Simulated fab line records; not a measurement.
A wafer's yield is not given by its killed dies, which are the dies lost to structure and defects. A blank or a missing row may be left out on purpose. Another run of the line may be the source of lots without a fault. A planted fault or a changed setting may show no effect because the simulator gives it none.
Which tool is to blame? ; flow gf180mcu ; 12 lots with 36 wafers sampled at 4 steps, on a route of 602 steps

== WHAT THE GAUGES READ, wafer by wafer ==
GF_HV_LDD_CD_MEAS_31 targets a cd of 400 nm.
lot;measured;on;cdNm (nm)
L619;day 11 14:55;cdSem-02;403.7 403.3 402.4
L621;day 12 02:10;cdSem-02;403.4 402.5 402.7
L623;day 12 15:59;cdSem-01;401.5 401.2 400.5
L626;day 13 18:11;cdSem-02;399.6 400.1 397.3
L627;day 14 05:43;cdSem-01;397.6 398.4 398.6
L633;day 15 23:53;cdSem-01;401.2 400.9 400.1
L634;day 16 12:41;cdSem-01;400.3 400.8 400.7
L636;day 16 21:58;cdSem-02;399.2 401.3 401.6
L637;day 17 08:05;cdSem-02;398.1 399.1 399.8
L640;day 18 04:35;cdSem-02;402.5 401.9 402.2
L641;day 18 21:14;cdSem-01;400.8 399.7 399.8
L642;day 19 03:14;cdSem-01;401.7 400.4 401.5

GF_SALICIDE_RS_MEAS_04: uses a four-point probe to measure.
lot;measured;on;SALICIDE_TIN_RS (ohm/sq)
L619;day 15 01:23;filmMetro-02;16.7 17.0 17.0
L621;day 15 19:59;filmMetro-04;15.9 16.9 16.2
L623;day 16 16:13;filmMetro-01;16.5 16.7 16.0
L626;day 17 20:50;filmMetro-02;16.7 16.2 16.3
L627;day 18 01:52;filmMetro-01;16.4 15.8 16.0
L633;day 20 03:41;filmMetro-02;20.7 20.4 21.0
L634;day 20 15:19;filmMetro-01;21.2 21.7 21.9
L636;day 21 03:34;filmMetro-02;16.1 15.9 16.2
L637;day 21 11:58;filmMetro-02;16.2 16.1 16.7
L640;day 22 10:47;filmMetro-01;16.8 16.0 16.5
L641;day 23 03:26;filmMetro-02;16.7 16.2 16.2
L642;day 23 07:14;filmMetro-04;15.8 16.3 16.3

GF_SALICIDE_THK_MEAS_05: measures by xrf.
lot;measured;on;SALICIDE_TIN_THK (nm)
L619;day 15 01:31;filmMetro-02;19.81 19.02 19.27
L621;day 15 20:05;filmMetro-04;19.19 19.42 19.52
L623;day 16 16:20;filmMetro-01;19.55 19.18 19.58
L626;day 17 20:58;filmMetro-02;19.46 19.71 19.55
L627;day 18 01:59;filmMetro-01;18.95 19.20 19.58
L633;day 20 03:49;filmMetro-02;6.40 6.80 5.99
L634;day 20 15:26;filmMetro-01;6.83 6.41 6.75
L636;day 21 03:41;filmMetro-02;19.49 19.22 19.74
L637;day 21 12:03;filmMetro-02;19.84 19.71 19.63
L640;day 22 10:52;filmMetro-01;18.89 19.10 19.60
L641;day 23 03:33;filmMetro-02;19.44 19.25 19.35
L642;day 23 07:21;filmMetro-04;19.40 19.21 19.59

== TOOL THAT RAN EACH LOT (tool first, then ch and the chambers of the sampled wafers, then the start) ==
lot;GF_SALICIDE_SPUTTER_03
L619;pvdSputter-02, day 15 01:22
L621;pvdSputter-04, day 15 19:56
L623;pvdSputter-01, day 16 16:11
L626;pvdSputter-04, day 17 20:49
L627;pvdSputter-01, day 18 01:51
L633;pvdSputter-02, day 20 03:40
L634;pvdSputter-02, day 20 15:17
L636;pvdSputter-01, day 21 03:32
L637;pvdSputter-04, day 21 11:52
L640;pvdSputter-01, day 22 10:40
L641;pvdSputter-04, day 23 03:24
L642;pvdSputter-01, day 23 07:13
- GF_SALICIDE_SPUTTER_03: material TiN, target thk 20 nm, time 16.4 s.

== WHAT THE TOOLS THEMSELVES READ (means of the sampled wafers that have a number; where no wafer has one, the mark that the record gives instead) ==
GF_SALICIDE_SPUTTER_03.
lot;tool;throttleValvePct (%)
L619;pvdSputter-02;29.4
L621;pvdSputter-04;30.3
L623;pvdSputter-01;30.0
L626;pvdSputter-04;30.4
L627;pvdSputter-01;30.1
L633;pvdSputter-02;30.1
L634;pvdSputter-02;30.2
L636;pvdSputter-01;29.9
L637;pvdSputter-04;30.5
L640;pvdSputter-01;30.0
L641;pvdSputter-04;30.6
L642;pvdSputter-01;30.1

== THE ANSWER, worked out from the rows above alone ==
Rule: usual is defined by the lots themselves. The widest of any qualifying gaps counts: lots, ordered by their means at a reading, are off when they make up no more than a third of the lots, leave a main group of 4 or more, and stand apart from it by 3 or more times the standard deviation of that group's means. Not used: any main group whose means are identical at the precision the tables above print for the reading. Also off: a lot with no number at a reading for which 4 or more lots have one. All remaining lots with rows at the step are treated as sound. Order of review: gauges by route order, followed by the tools' own readings, for which a lot's mean as printed above is used. The first step at which some lot is off is used, and at that step the reading that is off furthest; a lot without a number counts as furthest.
Off: L633, L634, seen at GF_SALICIDE_RS_MEAS_04 (SALICIDE_TIN_RS). For the main group the mean is 16.3 ohm/sq and the standard deviation 0.23.
A tool fits if, at a process step before that reading, it ran every lot that is off, and no sound lot after the first of them. Those tools and the gauges at GF_SALICIDE_RS_MEAS_04 are tried in the same way. One fits: GF_SALICIDE_SPUTTER_03 on pvdSputter-02. A fault onset in the window from L619 (day 15 01:22, its last sound lot) to L633 (day 20 03:40, its first lot off) fits.

== WHAT HAD BEEN PUT IN BY THE SIMULATOR ==
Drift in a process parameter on pvdSputter-02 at GF_SALICIDE_SPUTTER_03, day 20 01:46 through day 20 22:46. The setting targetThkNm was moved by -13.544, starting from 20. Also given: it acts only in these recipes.
Struck lots among those shown: L633, L634. The rule above reached the same finding.
